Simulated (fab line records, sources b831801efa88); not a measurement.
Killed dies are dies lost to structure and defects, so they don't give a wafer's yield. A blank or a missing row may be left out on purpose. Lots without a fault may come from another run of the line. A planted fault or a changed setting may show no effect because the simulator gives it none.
fab line records | flow sky130
record lots=5 wafers=15 last_day=48
route steps=708 shown METAL1@437 VIA1@458
lots that met no fault: from a run of the same line without faults
start_h: hours from the record's first day to the start of the lot's first wafer shown | wait_h: hours since the lot's step before | " the same as in the row above | L1.1+2: a row that stands for several wafers | - no value, or no start given | * or withheld: withheld | < > ~ a bound
route shown NAME@n: a module of which the file shows steps, and the number in the route of the first | usual: mean/standard deviation of fault-free wafers | same: alike in all rows | chamber/n: place in a boat | sites: the reading at each site | _std_site: their standard deviation | _edge_site: outer sites' mean less inner sites' | radius_mm: how far each site lies from the wafer's centre | mask NAME#n: copy n | behind: the tool/chamber that last shaped the wafer | hold: why the lot was held/for how many hours/how that ended | device: the transistor (n, p or np) that didn't switch | end of line: the same wafers' tests at the end of the route | a step without rows: its recipe alone | killed: dies lost to structure and defects at the first sort, not the wafer's yield | map: a wafer's dies, x killed, . not, _ none there
set.NAME: the setting as run; set.NAME@STEP: as run at that earlier step | model.NAME: the simulator's own value behind a step, which no gauge read
lots at some steps of the route; a table a step, a row a wafer
services: from which hour (start_h, from the record's first day; less than 0 if before it) a tool's chamber was out of use, for how many hours, and why
## steps
# step SKY_METAL1_SPUTTER_03
# recipe material=Ti target_thk_nm=5 power_w=3000 time_s=3.3 chamber_pressure_pa=0.4
# usual throttle_valve_pct=30.0/0.94
# same time_s=3.3
# columns lot.wafer tool chamber start_h wait_h throttle_valve_pct
L074.1 pvd_sputter-02 - 724.71 0.0 31.7
L074.3 " - " " 29.6
L074.4 " - " " 29.0
L075.1 pvd_sputter-02 - 731.03 0.0 31.4
L075.3 " - " " 28.9
L075.5 " - " " 29.0
L077.3 pvd_sputter-03 - 750.04 0.0 29.7
L077.5 " - " " 29.8
L077.6 " - " " 29.8
L083.1 pvd_sputter-02 - 807.34 0.0 28.5
L083.4 " - " " 31.1
L083.6 " - " " 28.8
L089.1 pvd_sputter-03 - 847.20 0.0 29.5
L089.4 " - " " 29.2
L089.5 " - " " 29.1
# step SKY_METAL1_SPUTTER_04
# recipe material=TiN target_thk_nm=70 power_w=6500 time_s=58.3 chamber_pressure_pa=0.4
# usual throttle_valve_pct=30.0/0.94
# same time_s=58.3
# columns lot.wafer tool chamber start_h wait_h throttle_valve_pct
L074.1 pvd_sputter-02 - 724.72 0.0 31.4
L074.3 " - " " 29.7
L074.4 " - " " 28.9
L075.1 pvd_sputter-02 - 731.05 0.0 31.2
L075.3 " - " " 28.6
L075.5 " - " " 29.1
L077.3 pvd_sputter-03 - 750.06 0.0 30.0
L077.5 " - " " 29.7
L077.6 " - " " 30.0
L083.1 pvd_sputter-02 - 807.35 0.0 28.8
L083.4 " - " " 31.5
L083.6 " - " " 28.7
L089.1 pvd_sputter-03 - 847.22 0.0 29.3
L089.4 " - " " 29.2
L089.5 " - " " 29.5
# step SKY_METAL1_RS_MEAS_05
# recipe thk_meas_gauge=four-point-probe reads=TiN_of_METAL1_SPUTTER_04+Ti_of_METAL1_SPUTTER_03+AlCu_of_METAL1_SPUTTER_02+TiN_of_METAL1_SPUTTER_01+Ti_of_METAL1_SPUTTER_00
# usual METAL1_ALCU_RS=0.1274/0.0015
# columns lot.wafer tool chamber start_h wait_h METAL1_ALCU_RS[ohm/sq]
L074.1 film_metro-03 - 724.77 0.0 0.1280
L074.3 " - " " 0.1293
L074.4 " - " " 0.1282
L075.1 film_metro-01 - 731.10 0.0 0.1292
L075.3 " - " " 0.1293
L075.5 " - " " 0.1299
L077.3 film_metro-01 - 750.15 0.1 0.1261
L077.5 " - " " 0.1261
L077.6 " - " " 0.1264
L083.1 film_metro-02 - 807.40 0.0 0.1306
L083.4 " - " " 0.1290
L083.6 " - " " 0.1299
L089.1 film_metro-02 - 847.27 0.0 0.1255
L089.4 " - " " 0.1264
L089.5 " - " " 0.1256
# step SKY_METAL1_THK_MEAS_06
# recipe thk_meas_gauge=xrf reads=AlCu_of_METAL1_SPUTTER_02
# usual METAL1_ALCU_THK=255/3.1
# columns lot.wafer tool chamber start_h wait_h METAL1_ALCU_THK[nm]
L074.1 film_metro-03 - 724.89 0.1 256
L074.3 " - " " 251
L074.4 " - " " 253
L075.1 film_metro-01 - 731.22 0.1 253
L075.3 " - " " 252
L075.5 " - " " 252
L077.3 film_metro-01 - 750.25 0.1 257
L077.5 " - " " 262
L077.6 " - " " 258
L083.1 film_metro-02 - 807.52 0.1 249
L083.4 " - " " 252
L083.6 " - " " 249
L089.1 film_metro-02 - 847.39 0.1 257
L089.4 " - " " 257
L089.5 " - " " 257
# step SKY_METAL1_DEHYDRATE_07
# recipe temp_c=200 time_s=60
# same time_s=60
# columns lot.wafer tool chamber start_h wait_h
L074.1+3+4 litho_track-02 0 738.12 13.2
L075.1+3+5 litho_track-04 0 744.24 13.0
L077.3+5+6 litho_track-04 0 763.29 13.0
L083.1+4+6 litho_track-02 0 819.97 12.4
L089.1+4+5 litho_track-02 0 857.97 10.6
# step SKY_METAL1_HMDS_08
# recipe prime_time_s=60 prime_temp_c=120
# same prime_time_s=60
# columns lot.wafer tool chamber start_h wait_h
L074.1+3+4 litho_track-02 0 738.27 0.1
L075.1+3+5 litho_track-04 0 744.39 0.1
L077.3+5+6 litho_track-04 0 763.44 0.1
L083.1+4+6 litho_track-02 0 820.12 0.1
L089.1+4+5 litho_track-02 0 858.12 0.1
# step SKY_METAL1_COAT_09
# recipe resist=BARC temp_c=withheld time_s=withheld spin_rpm=3000 resist_thk_nm=60
# columns lot.wafer tool chamber start_h wait_h
L074.1+3+4 litho_track-02 0 738.42 0.1
L075.1+3+5 litho_track-04 0 744.54 0.1
L077.3+5+6 litho_track-04 0 763.59 0.1
L083.1+4+6 litho_track-02 0 820.27 0.1
L089.1+4+5 litho_track-02 0 858.27 0.1
# step SKY_METAL1_COAT_10
# recipe resist=KrF-thick spin_rpm=3000 resist_thk_nm=450
# columns lot.wafer tool chamber start_h wait_h
L074.1+3+4 litho_track-02 0 - -
L075.1+3+5 litho_track-04 0 - -
L077.3+5+6 litho_track-04 0 - -
L083.1+4+6 litho_track-02 0 - -
L089.1+4+5 litho_track-02 0 - -
# step SKY_METAL1_SOFTBAKE_11
# recipe temp_c=100 time_s=90 resist=KrF-thick
# same time_s=90
# columns lot.wafer tool chamber start_h wait_h
L074.1+3+4 litho_track-02 0 - -
L075.1+3+5 litho_track-04 0 - -
L077.3+5+6 litho_track-04 0 - -
L083.1+4+6 litho_track-02 0 - -
L089.1+4+5 litho_track-02 0 - -
# step SKY_METAL1_EXPOSE_12
# recipe mask_id=MM1 na=0.8 source_shape=annular sigma_inner=0.55 sigma_outer=0.85 target_cd_nm=140 dose_mj=28
# columns lot.wafer tool chamber start_h wait_h mask
L074.1+3+4 krf_scanner-01 0 - - MM1#0
L075.1+3+5 krf_scanner-02 0 - - MM1#0
L077.3+5+6 krf_scanner-02 0 - - MM1#0
L083.1+4+6 krf_scanner-02 0 - - MM1#0
L089.1+4+5 krf_scanner-02 0 - - MM1#0
# step SKY_METAL1_PEB_13
# recipe peb_temp_c=withheld peb_time_s=withheld resist=KrF-thick
# columns lot.wafer tool chamber start_h wait_h
L074.1+3+4 litho_track-03 0 - -
L075.1+3+5 litho_track-03 0 - -
L077.3+5+6 litho_track-04 0 - -
L083.1+4+6 litho_track-04 0 - -
L089.1+4+5 litho_track-03 0 - -
# step SKY_METAL1_DEVELOP_14
# recipe develop_time_s=60 resist=KrF-thick dev_temp_c=21
# usual developer_temp_C=20.98/0.1
# columns lot.wafer tool chamber start_h wait_h developer_temp_C
L074.1 litho_track-03 0 - - 21.10
L074.3 " 0 " " 21.05
L074.4 " 0 " " 21.13
L075.1 litho_track-03 0 - - 21.03
L075.3 " 0 " " 21.05
L075.5 " 0 " " 20.93
L077.3 litho_track-04 0 - - 20.93
L077.5 " 0 " " 21.06
L077.6 " 0 " " 21.05
L083.1 litho_track-04 0 - - 20.91
L083.4 " 0 " " 20.95
L083.6 " 0 " " 21.08
L089.1 litho_track-03 0 - - 20.88
L089.4 " 0 " " 21.04
L089.5 " 0 " " 20.82
# step SKY_METAL1_CD_MEAS_15
# recipe target_cd_nm=140
# usual cd_nm=140.3/1.7
# columns lot.wafer tool chamber start_h wait_h cd_nm
L074.1 cd_sem-01 - 752.61 - 140.8
L074.3 " - " " 140.7
L074.4 " - " " 141.9
L075.1 cd_sem-01 - 757.71 - 139.2
L075.3 " - " " 138.6
L075.5 " - " " 139.5
L077.3 cd_sem-01 - 777.73 - 141.4
L077.5 " - " " 141.8
L077.6 " - " " 141.8
L083.1 cd_sem-01 - 833.19 - 142.0
L083.4 " - " " 141.4
L083.6 " - " " 141.3
L089.1 cd_sem-01 - 872.21 - 139.0
L089.4 " - " " 138.0
L089.5 " - " " 139.6
# step SKY_METAL1_OVL_MEAS_16
# usual METAL1_OVL=-1/4.6
# columns lot.wafer tool chamber start_h wait_h METAL1_OVL[nm]
L074.1 overlay-02 - 752.73 0.1 3
L074.3 " - " " 1
L074.4 " - " " -8
L075.1 overlay-02 - 757.83 0.1 -2
L075.3 " - " " -5
L075.5 " - " " -2
L077.3 overlay-02 - 777.82 0.1 -1
L077.5 " - " " -3
L077.6 " - " " 5
L083.1 overlay-02 - 833.31 0.1 7
L083.4 " - " " -5
L083.6 " - " " 3
L089.1 overlay-02 - 872.33 0.1 -9
L089.4 " - " " 0
L089.5 " - " " -5
# step SKY_METAL1_DESCUM_17
# recipe chemistry=O2 source_power_w=150 bias_power_w=0 pressure_mtorr=10 temp_c=40 time_s=8
# usual drypump_motor_current_A=5.6/0.42 oes_product_au=0.996/0.013
# same time_s=8
# columns lot.wafer tool chamber start_h wait_h drypump_motor_current_A oes_product_au rf_hours_counter_h
L074.1 rie_metal-04 1 752.77 0.0 6.1 0.984 5
L074.3 " 0 " " 5.0 0.983 -
L074.4 " 1 " " 6.1 0.985 -
L075.1 rie_metal-04 0 757.87 0.0 5.0 0.979 12
L075.3 " 0 " " 5.0 0.987 -
L075.5 " 1 " " 6.0 0.974 -
L077.3 rie_metal-03 0 777.87 0.0 5.5 1.020 -
L077.5 " 0 " " 5.6 1.013 -
L077.6 " 0 " " 5.5 1.011 -
L083.1 rie_metal-04 0 833.35 0.0 5.0 0.990 15
L083.4 " 1 " " 6.1 0.980 -
L083.6 " 0 " " 5.0 0.988 -
L089.1 rie_metal-04 1 872.37 0.0 6.0 0.993 10
L089.4 " 0 " " 5.0 0.984 -
L089.5 " 1 " " 6.0 0.989 -
# step SKY_METAL1_ETCH_18
# recipe chemistry=N2/H2 target=BARC ion_energy_ev=200 bias_w=100 pressure_mtorr=30 n2_flow_sccm=100 h2_flow_sccm=200 icp_w=500 stop_on=SiO2 time_s=45.9 target_depth_a=600
# usual bias_w=100.03/0.29 drypump_motor_current_A=5.6/0.42 oes_product_au=0.855/0.005 throttle_valve_pct=13.224/0.0095
# same time_s=45.9
# columns lot.wafer tool chamber start_h wait_h bias_w drypump_motor_current_A oes_product_au rf_hours_counter_h throttle_valve_pct
L074.1 rie_metal-04 1 752.80 0.0 100.30 6.1 0.864 5 13.231
L074.3 " 0 " " 100.09 5.0 0.855 - 13.216
L074.4 " 1 " " 99.96 6.1 0.858 - 13.223
L075.1 rie_metal-04 0 757.90 0.0 100.17 5.0 0.863 12 13.211
L075.3 " 0 " " 99.69 5.0 0.857 - 13.213
L075.5 " 1 " " 100.47 6.1 0.855 - 13.222
L077.3 rie_metal-03 0 777.95 0.1 99.82 5.6 0.852 - 13.225
L077.5 " 0 " " 100.15 5.5 0.856 - 13.231
L077.6 " 0 " " 100.08 5.5 0.852 - 13.234
L083.1 rie_metal-04 0 833.38 0.0 100.15 5.0 0.846 15 13.228
L083.4 " 1 " " 99.43 6.1 0.847 - 13.201
L083.6 " 0 " " 99.97 5.0 0.853 - 13.211
L089.1 rie_metal-04 1 872.40 0.0 100.19 6.1 0.854 10 13.219
L089.4 " 0 " " 100.25 5.0 0.854 - 13.223
L089.5 " 1 " " 100.27 6.1 0.854 - 13.212
# step SKY_METAL1_METAL_ETCH_19
# recipe target_depth_a=3600 stop_on=SiO2 over_etch_frac=0.3 time_s=78 chemistry=Cl2/BCl3 resist_sidewall_deg=88 pressure_mtorr=10 icp_w=900 bias_w=48.5 Cl2_flow_sccm=60 bcl3_flow_sccm=30
# usual bias_w=48.51/0.15 drypump_motor_current_A=5.6/0.42 oes_product_au=0.853/0.0058 throttle_valve_pct=22.265/0.0092
# same time_s=78
# columns lot.wafer tool chamber start_h wait_h bias_w drypump_motor_current_A oes_product_au rf_hours_counter_h throttle_valve_pct
L074.1 rie_metal-04 1 752.86 0.0 48.45 6.0 0.850 5 22.274
L074.3 " 0 " " 48.69 5.0 0.840 - 22.251
L074.4 " 1 " " 48.47 6.0 0.846 - 22.265
L075.1 rie_metal-04 0 757.96 0.0 48.38 5.0 0.844 12 22.260
L075.3 " 0 " " 48.41 5.0 0.847 - 22.273
L075.5 " 1 " " 48.68 6.1 0.850 - 22.275
L077.3 rie_metal-03 0 778.10 0.1 48.53 5.5 0.860 - 22.262
L077.5 " 0 " " 48.62 5.5 0.851 - 22.243
L077.6 " 0 " " 48.63 5.6 0.841 - 22.254
L083.1 rie_metal-04 0 833.44 0.0 48.66 5.0 0.846 15 22.267
L083.4 " 1 " " 48.73 6.1 0.851 - 22.277
L083.6 " 0 " " 48.68 5.0 0.848 - 22.263
L089.1 rie_metal-04 1 872.47 0.0 48.29 6.1 0.857 10 22.269
L089.4 " 0 " " 48.58 5.0 0.855 - 22.261
L089.5 " 1 " " 48.33 6.1 0.852 - 22.263
# step SKY_METAL1_STRIP_20
# recipe chemistry=O2/N2 power_w=1400 pressure_mtorr=1500 platen_temp_c=withheld o2_flow_sccm=3000 n2_flow_sccm=300 overash_fraction=0.5
# usual drypump_motor_current_A=5.5/0.57 oes_product_au=0.344/0.0054 strip_time_to_endpoint_s=2.72/0.056
# columns lot.wafer tool chamber start_h wait_h drypump_motor_current_A oes_product_au rf_hours_counter_h strip_time_to_endpoint_s
L074.1 plasma_asher-04 0 752.95 0.1 4.7 0.346 31 2.78
L074.3 " 0 " " 4.7 0.332 - 2.74
L074.4 " 1 " " 5.8 0.352 - 2.76
L075.1 plasma_asher-01 0 758.05 0.1 5.7 0.344 99 2.75
L075.3 " 1 " " 5.0 0.344 - 2.73
L075.5 " 1 " " 5.0 0.350 - 2.74
L077.3 plasma_asher-01 1 778.25 0.1 5.0 0.334 - 2.63
L077.5 " 1 " " 5.0 0.350 - 2.65
L077.6 " 0 " " 5.7 0.332 - 2.66
L083.1 plasma_asher-04 1 833.53 0.1 5.8 0.352 39 2.82
L083.4 " 1 " " 5.8 0.345 - 2.78
L083.6 " 0 " " 4.7 0.353 - 2.78
L089.1 plasma_asher-01 0 872.56 0.1 5.7 0.347 110 2.78
L089.4 " 1 " " 5.0 0.340 - 2.74
L089.5 " 1 " " 5.0 0.336 - 2.78
# step SKY_METAL1_STRIP_21
# recipe chemistry=post_etch_residue_remover time_s=1200 temp_c=72.5
# same time_s=1200
# columns lot.wafer tool chamber start_h wait_h
L074.1+3+4 wet_bench-04 1 753.05 0.1
L075.1+3+5 wet_bench-01 3 758.15 0.1
L077.3+5+6 wet_bench-01 1 778.32 0.0
L083.1+4+6 wet_bench-04 2 833.63 0.1
L089.1+4+5 wet_bench-01 1 872.65 0.1
# step SKY_METAL1_CLEAN_22
# recipe chemistry=IPA time_s=180 temp_c=25
# same time_s=180
# columns lot.wafer tool chamber start_h wait_h
L074.1+3+4 wet_bench-01 3 753.40 0.0
L075.1+3+5 wet_bench-03 3 758.50 0.0
L077.3+5+6 wet_bench-01 1 778.66 0.0
L083.1+4+6 wet_bench-01 2 834.00 0.0
L089.1+4+5 wet_bench-04 3 873.00 0.0
# step SKY_METAL1_CLEAN_23
# recipe chemistry=O3/DIW dry=n2_spin
# columns lot.wafer tool chamber start_h wait_h
L074.1+3+4 wet_bench-04 1 753.45 0.0
L075.1+3+5 wet_bench-01 1 758.55 0.0
L077.3+5+6 wet_bench-03 1 778.72 0.0
L083.1+4+6 wet_bench-03 3 834.07 0.0
L089.1+4+5 wet_bench-01 2 873.05 0.0
# step SKY_VIA1_HDPCVD_00
# recipe material=SiO2 target_thk_nm=1030 sigma_open_frac=0.3 time_s=171.7 temp_c=400 sih4_flow_sccm=60 pressure_mtorr=6
# same time_s=171.7
# columns lot.wafer tool chamber start_h wait_h
L074.1+3+4 hdpcvd-02 1,2,0 753.55 0.0
L075.1+3+5 hdpcvd-01 0,2,0 758.65 0.0
L077.3+5+6 hdpcvd-01 1,1,0 778.81 0.0
L083.1+4+6 hdpcvd-02 1,1,0 834.25 0.0
L089.1+4+5 hdpcvd-02 0,1,2 873.15 0.0
# step SKY_VIA1_THK_MEAS_01
# recipe reads=SiO2_of_VIA1_HDPCVD_00
# usual VIA1_HDPCVD_THK=1031/10
# columns lot.wafer tool chamber start_h wait_h VIA1_HDPCVD_THK[nm]
L074.1 film_metro-02 - 753.66 0.1 1047
L074.3 " - " " 1031
L074.4 " - " " 1053
L075.1 film_metro-02 - 758.76 0.1 1034
L075.3 " - " " 1030
L075.5 " - " " 1031
L077.3 film_metro-04 - 778.94 0.1 1023
L077.5 " - " " 1021
L077.6 " - " " 1025
L083.1 film_metro-04 - 834.36 0.1 1041
L083.4 " - " " 1032
L083.6 " - " " 1029
L089.1 film_metro-01 - 873.26 0.1 1035
L089.4 " - " " 1033
L089.5 " - " " 1049
# step SKY_VIA1_CMP_02
# recipe material=SiO2 down_force_psi=4 platen_rpm=60 pad_velocity_m_s=0.94248
# usual motor_current_A=12.8/1.2 slurry_flow_ml_min=150.0/0.5
# columns lot.wafer tool chamber start_h wait_h motor_current_A slurry_flow_ml_min
L074.3 cmp-02 0 753.72 0.0 12.8 149.8
L074.4 " 1 " " 13.8 150.1
L074.1 " 2 " " 12.7 149.9
L075.1 cmp-02 1 758.82 0.1 13.6 149.4
L075.3 " 0 " " 12.7 149.2
L075.5 " 1 " " 13.0 150.1
L077.3 cmp-02 2 778.98 0.0 12.9 149.6
L077.5 " 2 " " 12.8 149.9
L077.6 " 3 " " 10.1 149.8
L083.4 cmp-01 3 834.47 0.1 11.9 150.6
L083.1 " 1 " " 13.9 149.5
L083.6 " 3 " " 12.5 150.3
L089.1 cmp-01 2 873.37 0.1 12.2 149.5
L089.4 " 3 " " 12.3 150.7
L089.5 " 1 " " 13.9 150.4
# step SKY_VIA1_BOW_MEAS_03
# recipe mode=bow
# usual VIA1_BOW=82/7.3
# columns lot.wafer tool chamber start_h wait_h VIA1_BOW[um]
L074.1 film_metro-02 - 754.02 0.1 83
L074.3 " - " " 82
L074.4 " - " " 71
L075.1 film_metro-04 - 759.12 0.2 86
L075.3 " - " " 79
L075.5 " - " " 76
L077.3 film_metro-01 - 779.32 0.3 84
L077.5 " - " " 73
L077.6 " - " " 67
L083.1 film_metro-01 - 834.72 0.1 76
L083.4 " - " " 86
L083.6 " - " " 84
L089.1 film_metro-02 - 873.62 0.2 90
L089.4 " - " " 97
L089.5 " - " " 82
# step SKY_VIA1_DEHYDRATE_04
# recipe temp_c=200 time_s=60
# same time_s=60
# columns lot.wafer tool chamber start_h wait_h
L074.1+3+4 litho_track-01 0 767.05 13.0
L075.1+3+5 litho_track-03 0 772.66 13.5
L077.3+5+6 litho_track-01 0 792.35 13.0
L083.1+4+6 litho_track-03 0 846.66 11.9
L089.1+4+5 litho_track-02 0 885.32 11.7
# step SKY_VIA1_HMDS_05
# recipe prime_time_s=60 prime_temp_c=120
# same prime_time_s=60
# columns lot.wafer tool chamber start_h wait_h
L074.1+3+4 litho_track-01 0 767.20 0.1
L075.1+3+5 litho_track-03 0 772.81 0.1
L077.3+5+6 litho_track-01 0 792.50 0.1
L083.1+4+6 litho_track-03 0 846.81 0.1
L089.1+4+5 litho_track-02 0 885.47 0.1
# step SKY_VIA1_COAT_06
# recipe resist=BARC temp_c=withheld time_s=withheld spin_rpm=3000 resist_thk_nm=60
# columns lot.wafer tool chamber start_h wait_h
L074.1+3+4 litho_track-01 0 767.35 0.1
L075.1+3+5 litho_track-03 0 772.96 0.1
L077.3+5+6 litho_track-01 0 792.65 0.1
L083.1+4+6 litho_track-03 0 846.96 0.1
L089.1+4+5 litho_track-02 0 885.62 0.1
# step SKY_VIA1_COAT_07
# recipe resist=KrF-thick spin_rpm=3000 resist_thk_nm=450
# columns lot.wafer tool chamber start_h wait_h
L074.1+3+4 litho_track-01 0 - -
L075.1+3+5 litho_track-03 0 - -
L077.3+5+6 litho_track-01 0 - -
L083.1+4+6 litho_track-03 0 - -
L089.1+4+5 litho_track-02 0 - -
# step SKY_VIA1_SOFTBAKE_08
# recipe temp_c=100 time_s=90 resist=KrF-thick
# same time_s=90
# columns lot.wafer tool chamber start_h wait_h
L074.1+3+4 litho_track-01 0 - -
L075.1+3+5 litho_track-03 0 - -
L077.3+5+6 litho_track-01 0 - -
L083.1+4+6 litho_track-03 0 - -
L089.1+4+5 litho_track-02 0 - -
# step SKY_VIA1_EXPOSE_09
# recipe mask_id=VIM na=0.8 source_shape=annular sigma_inner=0.55 sigma_outer=0.85 target_cd_nm=150 dose_mj=38
# columns lot.wafer tool chamber start_h wait_h mask
L074.1+3+4 krf_scanner-01 0 - - VIM#0
L075.1+3+5 krf_scanner-02 0 - - VIM#0
L077.3+5+6 krf_scanner-02 0 - - VIM#0
L083.1+4+6 krf_scanner-02 0 - - VIM#0
L089.1+4+5 krf_scanner-02 0 - - VIM#0
# step SKY_VIA1_PEB_10
# recipe peb_temp_c=withheld peb_time_s=withheld resist=KrF-thick
# columns lot.wafer tool chamber start_h wait_h
L074.1+3+4 litho_track-01 0 - -
L075.1+3+5 litho_track-01 0 - -
L077.3+5+6 litho_track-02 0 - -
L083.1+4+6 litho_track-01 0 - -
L089.1+4+5 litho_track-03 0 - -
# step SKY_VIA1_DEVELOP_11
# recipe develop_time_s=60 resist=KrF-thick dev_temp_c=21
# usual developer_temp_C=21.00/0.094
# columns lot.wafer tool chamber start_h wait_h developer_temp_C
L074.1 litho_track-01 0 - - 21.12
L074.3 " 0 " " 21.12
L074.4 " 0 " " 21.12
L075.1 litho_track-01 0 - - 21.09
L075.3 " 0 " " 20.92
L075.5 " 0 " " 20.97
L077.3 litho_track-02 0 - - 20.90
L077.5 " 0 " " 20.85
L077.6 " 0 " " 20.97
L083.1 litho_track-01 0 - - 20.84
L083.4 " 0 " " 20.94
L083.6 " 0 " " 20.91
L089.1 litho_track-03 0 - - 21.01
L089.4 " 0 " " 20.90
L089.5 " 0 " " 20.88
# step SKY_VIA1_CD_MEAS_12
# recipe target_cd_nm=150
# usual cd_nm=149.4/1.7
# columns lot.wafer tool chamber start_h wait_h cd_nm
L074.1 cd_sem-01 - 780.80 - 150.0
L074.3 " - " " 149.8
L074.4 " - " " 150.9
L075.1 cd_sem-02 - 787.10 - 148.4
L075.3 " - " " 149.6
L075.5 " - " " 147.8
L077.3 cd_sem-01 - 806.46 - 149.7
L077.5 " - " " 149.5
L077.6 " - " " 149.5
L083.1 cd_sem-02 - 858.50 - 148.2
L083.4 " - " " 148.5
L083.6 " - " " 149.4
L089.1 cd_sem-01 - 899.09 - 151.1
L089.4 " - " " 151.0
L089.5 " - " " 151.7
# step SKY_VIA1_OVL_MEAS_13
# usual VIA1_OVL=3/4.8
# columns lot.wafer tool chamber start_h wait_h VIA1_OVL[nm]
L074.1 overlay-01 - 780.92 0.1 3
L074.3 " - " " 3
L074.4 " - " " 1
L075.1 overlay-02 - 787.22 0.1 -2
L075.3 " - " " -3
L075.5 " - " " 5
L077.3 overlay-02 - 806.55 0.1 -5
L077.5 " - " " -4
L077.6 " - " " 1
L083.1 overlay-02 - 858.62 0.1 3
L083.4 " - " " 3
L083.6 " - " " -6
L089.1 overlay-02 - 899.21 0.1 10
L089.4 " - " " 2
L089.5 " - " " 0
# step SKY_VIA1_ETCH_14
# recipe chemistry=N2/H2 target=BARC ion_energy_ev=200 source_w=500 bias_w=100 pressure_mtorr=30 n2_flow_sccm=100 h2_flow_sccm=200 stop_on=SiO2 time_s=45.9 target_depth_a=600
# usual bias_w=100.0/0.3 drypump_motor_current_A=5.7/0.46 oes_product_au=0.854/0.0044 throttle_valve_pct=13.225/0.0092
# same time_s=45.9
# columns lot.wafer tool chamber start_h wait_h bias_w drypump_motor_current_A oes_product_au rf_hours_counter_h throttle_valve_pct
L074.1 rie_diel-04 3 780.95 0.0 100.2 5.8 0.858 10 13.211
L074.3 " 0 " " 99.9 6.3 0.850 21 13.224
L074.4 " 1 " " 100.2 4.7 0.857 14 13.243
L075.1 rie_diel-04 0 787.25 0.0 100.1 6.4 0.857 21 13.212
L075.3 " 3 " " 99.8 5.8 0.852 10 13.227
L075.5 " 3 " " 100.1 5.8 0.850 - 13.215
L077.3 rie_diel-03 1 806.58 0.0 99.7 5.5 0.851 7 13.233
L077.5 " 0 " " 100.0 6.0 0.857 - 13.219
L077.6 " 3 " " 99.8 5.7 0.861 - 13.213
L083.1 rie_diel-04 2 858.65 0.0 99.8 6.2 0.852 3 13.229
L083.4 " 3 " " 99.8 5.8 0.847 12 13.230
L083.6 " 0 " " 99.7 6.4 0.853 - 13.212
L089.1 rie_diel-03 1 899.25 0.0 99.7 5.5 0.846 9 13.232
L089.4 " 3 " " 99.9 5.8 0.845 15 13.207
L089.5 " 3 " " 100.0 5.8 0.850 - 13.217
# step SKY_VIA1_ETCH_15
# recipe target=SiO2 chemistry=C4F8/O2/Ar target_depth_nm=351 stop_on=TiN mask_material=KrF-thick source_w=1500 bias_w=1200 pressure_mtorr=40 c4f8_flow_sccm=withheld O2_flow_sccm=6 Ar_flow_sccm=300 time_s=54
# usual bias_w=1199/3.2 oes_product_au=0.980/0.0065
# same time_s=54
# columns lot.wafer tool chamber start_h wait_h bias_w oes_product_au rf_hours_counter_h
L074.1 rie_diel-04 3 781.00 0.0 1195 0.986 10
L074.3 " 0 " " 1198 0.980 21
L074.4 " 1 " " 1201 0.982 14
L075.1 rie_diel-04 0 787.30 0.0 1208 0.973 21
L075.3 " 3 " " 1200 0.979 10
L075.5 " 3 " " 1203 0.988 -
L077.3 rie_diel-03 1 806.62 0.0 1199 0.973 7
L077.5 " 0 " " 1199 0.986 -
L077.6 " 3 " " 1196 0.986 -
L083.1 rie_diel-04 2 858.70 0.0 1199 0.992 3
L083.4 " 3 " " 1201 0.990 12
L083.6 " 0 " " 1206 0.960 -
L089.1 rie_diel-03 1 899.29 0.0 1202 0.988 9
L089.4 " 3 " " 1198 0.983 15
L089.5 " 3 " " 1205 0.977 -
# step SKY_VIA1_STRIP_16
# recipe chemistry=O2/N2 power_w=1400 pressure_mtorr=1500 platen_temp_c=withheld o2_flow_sccm=3000 n2_flow_sccm=300 overash_fraction=0.5
# usual drypump_motor_current_A=5.3/0.32 oes_product_au=0.416/0.0048 strip_time_to_endpoint_s=4.475/0.023
# columns lot.wafer tool chamber start_h wait_h drypump_motor_current_A oes_product_au rf_hours_counter_h strip_time_to_endpoint_s
L074.1 plasma_asher-03 1 781.04 0.0 5.4 0.414 4 4.474
L074.3 " 1 " " 5.3 0.412 - 4.494
L074.4 " 0 " " 5.4 0.420 - 4.512
L075.1 plasma_asher-01 1 787.34 0.0 5.0 0.420 102 4.501
L075.3 " 0 " " 5.7 0.404 - 4.478
L075.5 " 1 " " 5.0 0.423 - 4.473
L077.3 plasma_asher-03 1 806.70 0.1 5.4 0.419 - 4.450
L077.5 " 0 " " 5.4 0.430 - 4.460
L077.6 " 1 " " 5.4 0.406 - 4.461
L083.1 plasma_asher-03 0 858.74 0.0 5.4 0.419 11 4.458
L083.4 " 0 " " 5.4 0.417 - 4.484
L083.6 " 1 " " 5.4 0.421 - 4.513
L089.1 plasma_asher-04 0 899.34 0.0 4.7 0.426 45 4.478
L089.4 " 1 " " 5.8 0.423 - 4.495
L089.5 " 1 " " 5.8 0.419 - 4.481
# step SKY_VIA1_STRIP_17
# recipe chemistry=post_etch_residue_remover time_s=1200 temp_c=72.5
# same time_s=1200
# columns lot.wafer tool chamber start_h wait_h
L074.1+3+4 wet_bench-04 3 781.14 0.1
L075.1+3+5 wet_bench-04 2 787.44 0.1
L077.3+5+6 wet_bench-04 0 806.76 0.0
L083.1+4+6 wet_bench-02 2 858.84 0.1
L089.1+4+5 wet_bench-04 3 899.44 0.1
# step SKY_VIA1_CLEAN_18
# recipe chemistry=IPA time_s=180 temp_c=25
# same time_s=180
# columns lot.wafer tool chamber start_h wait_h
L074.1+3+4 wet_bench-01 1 781.48 0.0
L075.1+3+5 wet_bench-02 2 787.78 0.0
L077.3+5+6 wet_bench-01 3 807.11 0.0
L083.1+4+6 wet_bench-04 2 859.18 0.0
L089.1+4+5 wet_bench-04 1 899.81 0.0
# step SKY_VIA1_CLEAN_19
# recipe chemistry=O3/DIW dry=n2_spin
# columns lot.wafer tool chamber start_h wait_h
L074.1+3+4 wet_bench-04 1 781.54 0.0
L075.1+3+5 wet_bench-01 0 787.84 0.0
L077.3+5+6 wet_bench-02 2 807.22 0.0
L083.1+4+6 wet_bench-01 2 859.24 0.0
L089.1+4+5 wet_bench-01 3 899.87 0.0
## services
# columns tool chamber start_h hours kind
rie_metal-04 0 706.46 8.0 repair
wet_bench-01 - 706.81 11.8 repair
pvd_sputter-02 - 707.10 13.6 repair
pvd_sputter-03 - 708.75 5.9 repair
cmp-02 - 716.53 3.1 repair
cmp-02 - 723.98 4.2 pm
plasma_asher-04 - 729.30 8.3 repair
plasma_asher-03 - 733.75 9.0 pm
rie_diel-03 3 750.12 13.1 repair
krf_scanner-02 - 753.81 1.3 pm
rie_metal-03 1 754.62 11.7 repair
pvd_sputter-03 - 766.60 3.1 repair
rie_diel-03 2 769.49 6.9 repair
krf_scanner-02 - 774.33 0.8 pm
rie_diel-03 - 793.43 4.3 pm
rie_diel-03 - 808.04 0.5 repair
krf_scanner-02 - 810.15 1.0 pm
plasma_asher-01 - 819.21 1.2 repair
rie_diel-04 3 820.79 5.2 repair
plasma_asher-01 - 822.79 4.0 pm
rie_diel-04 3 839.37 5.7 repair
rie_diel-03 2 865.34 3.5 repair
rie_metal-04 1 866.64 1.6 repair
rie_metal-04 0 887.31 3.6 repair
## key
fault none
